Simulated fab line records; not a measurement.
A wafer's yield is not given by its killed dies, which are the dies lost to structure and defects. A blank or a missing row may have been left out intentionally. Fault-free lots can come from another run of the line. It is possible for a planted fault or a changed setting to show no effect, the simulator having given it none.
Chamber matching + flow sky130 + SKY_VIA1_CMP_24 on cmp-02 has 4 sister chambers
The step polishes, stops on SiO2, t overpolish 15 s, target thk 0 nm. 4 wafers are shown with their chamber, then 10 later ones without.

== WAFERS, EACH WITH ITS CHAMBER ==
| wafer  | chamber | motorCurrentA (A) |
|--------|---------|-------------------|
| L088.3 | 0       | 9.5               |
| L088.6 | 1       | 10.7              |
| L089.1 | 3       | 10.5              |
| L089.2 | 2       | 11.1              |

== WAFERS WITHOUT THEIR CHAMBER ==
| wafer  | motorCurrentA (A) |
|--------|-------------------|
| L089.6 | 10.2              |
| L093.4 | 11.9              |
| L093.5 | 11.8              |
| L093.6 | 11.0              |
| L094.2 | 10.9              |
| L094.4 | 9.0               |
| L094.6 | 10.4              |
| L096.1 | 11.8              |
| L096.3 | 10.6              |
| L096.5 | 10.3              |

== CHAMBER TAKEN BY EACH ==
| wafer  | from the rows above               | in truth |
|--------|-----------------------------------|----------|
| L089.6 | can't be placed: 3 or 1 or 0 or 2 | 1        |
| L093.4 | can't be placed: 2 or 1 or 3      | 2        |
| L093.5 | can't be placed: 2 or 1 or 3      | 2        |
| L093.6 | can't be placed: 2 or 1 or 3      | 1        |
| L094.2 | can't be placed: 2 or 1 or 3      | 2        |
| L094.4 | 0                                 | 0        |
| L094.6 | can't be placed: 3 or 1 or 2 or 0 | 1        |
| L096.1 | can't be placed: 2 or 1 or 3      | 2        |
| L096.3 | can't be placed: 1 or 3 or 2      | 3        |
| L096.5 | can't be placed: 3 or 1 or 2 or 0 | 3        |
Correctly placed: 1 of 10. Not placeable from these rows: 9 (in 9, the candidates include the true chamber). Number placed wrongly: 0.
How it was worked out, from the rows above alone: a wafer's distance from a chamber is the root of the sum, over the readings, of the square of ((its reading less the chamber's mean) divided by the reading's scatter). If the next closest chamber is less than 2 further off than the closest, the wafer can't be placed; otherwise it belongs to the closest. For every chamber, the mean is computed from those of its wafers that are shown. The scatter (one wafer shown for each chamber): square how far every hidden wafer sits from the nearest shown wafer, average those squares and take the square root.
